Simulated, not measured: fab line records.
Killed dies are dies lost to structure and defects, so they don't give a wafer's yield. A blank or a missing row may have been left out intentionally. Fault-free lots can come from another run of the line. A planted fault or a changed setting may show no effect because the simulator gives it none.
The tool behind it: which one? + flow sfq_line + 42 wafers from 14 lots sampled at 3 of the route's 325 steps

## WHAT THE GAUGES SHOWED, per wafer
SFQ_M2_RS_MEAS_914: a four-point-probe measurement.
| lot  | measured     | on            | M2_NB_RS (ohm/sq) |
|------|--------------|---------------|-------------------|
| L468 | day 16 10:06 | film_metro-03 | 0.907 0.904 0.899 |
| L469 | day 22 18:58 | film_metro-03 | 0.893 0.895 0.902 |
| L470 | day 22 23:11 | film_metro-02 | 0.896 0.896 0.892 |
| L475 | day 25 08:20 | film_metro-01 | 0.896 0.903 0.891 |
| L478 | day 26 16:07 | film_metro-01 | 1.135 1.118 0.892 |
| L479 | day 27 03:02 | film_metro-01 | 1.142 0.896 0.877 |
| L483 | day 34 15:13 | film_metro-02 | 0.895 0.898 0.888 |
| L484 | day 35 07:56 | film_metro-03 | 0.906 0.896 0.898 |
| L485 | day 35 12:46 | film_metro-02 | 0.883 0.887 0.901 |
| L487 | day 35 22:30 | film_metro-01 | 0.894 0.908 0.912 |
| L488 | day 36 08:04 | film_metro-03 | 0.902 0.889 0.893 |
| L489 | day 37 02:06 | film_metro-03 | 0.878 0.889 0.887 |
| L490 | day 37 11:41 | film_metro-01 | 0.905 0.890 0.904 |
| L491 | day 37 15:29 | film_metro-02 | 0.898 0.887 0.901 |

SFQ_M2_OVL_MEAS_916.
| lot  | measured     | on         | M2_OVL (nm) |
|------|--------------|------------|-------------|
| L468 | day 22 11:18 | overlay-01 | 3 5 6       |
| L469 | day 23 06:30 | overlay-02 | -5 -9 -6    |
| L470 | day 23 11:18 | overlay-02 | -3 1 8      |
| L475 | day 31 11:43 | overlay-01 | 2 -1 -3     |
| L478 | day 33 03:19 | overlay-02 | -4 -3 -1    |
| L479 | day 33 12:56 | overlay-02 | 9 3 3       |
| L483 | day 34 17:38 | overlay-01 | 4 8 1       |
| L484 | day 35 11:33 | overlay-01 | 4 -4 7      |
| L485 | day 35 15:10 | overlay-02 | 8 8 7       |
| L487 | day 36 03:25 | overlay-02 | -1 -2 -1    |
| L488 | day 36 12:23 | overlay-02 | 3 4 5       |
| L489 | day 37 05:34 | overlay-02 | 1 3 0       |
| L490 | day 37 14:07 | overlay-01 | -1 -4 -2    |
| L491 | day 37 18:58 | overlay-01 | -1 -1 -2    |

## WHAT TOOL EACH LOT RAN ON (gives the tool, then ch and the chambers of the sampled wafers, and finally the start)
| lot  | SFQ_TRILAYER_M2_DEP_SPUTTER_055 |
|------|---------------------------------|
| L468 | pvd_sputter-03, day 16 10:00    |
| L469 | pvd_sputter-06, day 22 18:52    |
| L470 | pvd_sputter-06, day 22 23:05    |
| L475 | pvd_sputter-06, day 25 08:15    |
| L478 | pvd_sputter-03, day 26 16:00    |
| L479 | pvd_sputter-03, day 27 02:53    |
| L483 | pvd_sputter-04, day 34 15:07    |
| L484 | pvd_sputter-03, day 35 07:51    |
| L485 | pvd_sputter-04, day 35 12:39    |
| L487 | pvd_sputter-03, day 35 22:23    |
| L488 | pvd_sputter-03, day 36 07:58    |
| L489 | pvd_sputter-03, day 37 01:59    |
| L490 | pvd_sputter-03, day 37 11:35    |
| L491 | pvd_sputter-06, day 37 15:23    |
- SFQ_TRILAYER_M2_DEP_SPUTTER_055: material Nb, target thk 200 nm, time 133.3 s.

## WHAT THE TOOLS THEMSELVES READ (means of the sampled wafers that have a number; where no wafer has one, the mark that the record gives instead)
SFQ_TRILAYER_M2_DEP_SPUTTER_055.
| lot  | tool           | resputter_cathode_voltage_v (V) | throttle_valve_pct (%) |
|------|----------------|---------------------------------|------------------------|
| L468 | pvd_sputter-03 | 398                             | 30.5                   |
| L469 | pvd_sputter-06 | 401                             | 29.0                   |
| L470 | pvd_sputter-06 | 397                             | 29.1                   |
| L475 | pvd_sputter-06 | 402                             | 28.9                   |
| L478 | pvd_sputter-03 | 401                             | 30.3                   |
| L479 | pvd_sputter-03 | 405                             | 30.3                   |
| L483 | pvd_sputter-04 | 398                             | 31.0                   |
| L484 | pvd_sputter-03 | 397                             | 30.9                   |
| L485 | pvd_sputter-04 | 403                             | 29.7                   |
| L487 | pvd_sputter-03 | 399                             | 30.2                   |
| L488 | pvd_sputter-03 | 402                             | 30.9                   |
| L489 | pvd_sputter-03 | 399                             | 30.7                   |
| L490 | pvd_sputter-03 | 399                             | 30.8                   |
| L491 | pvd_sputter-06 | 403                             | 29.2                   |

## THE ANSWER, worked out from the rows above alone
Rule: what is usual is taken from the lots themselves. The widest of any qualifying gaps counts: lots, ordered by their means at a reading, are off when they make up no more than a third of the lots, leave a main group of 4 or more, and stand apart from it by 3 or more times the standard deviation of that group's means. A main group whose means are all the same, to the digits that the tables above print for the reading, isn't used. A lot without any number at a reading at which 4 lots or more have one is off too. Any other lot the step has rows for is counted as sound. First the gauges in route order, then the tools' own readings, where a lot's mean is used as printed above. The first step at which some lot is off is used, and at that step the reading that is off furthest; a lot without a number counts as furthest.
Off: L478, L479, seen at SFQ_M2_RS_MEAS_914 (M2_NB_RS). The main group has a mean of 0.896 ohm/sq with a standard deviation of 0.0052.
A tool fits if, at a process step before that reading, it ran every lot that is off, and no sound lot after the first of them. Gauges at SFQ_M2_RS_MEAS_914: tried the same way as those tools. None of those tried fits.

## WHAT WAS PUT IN BY THE SIMULATOR
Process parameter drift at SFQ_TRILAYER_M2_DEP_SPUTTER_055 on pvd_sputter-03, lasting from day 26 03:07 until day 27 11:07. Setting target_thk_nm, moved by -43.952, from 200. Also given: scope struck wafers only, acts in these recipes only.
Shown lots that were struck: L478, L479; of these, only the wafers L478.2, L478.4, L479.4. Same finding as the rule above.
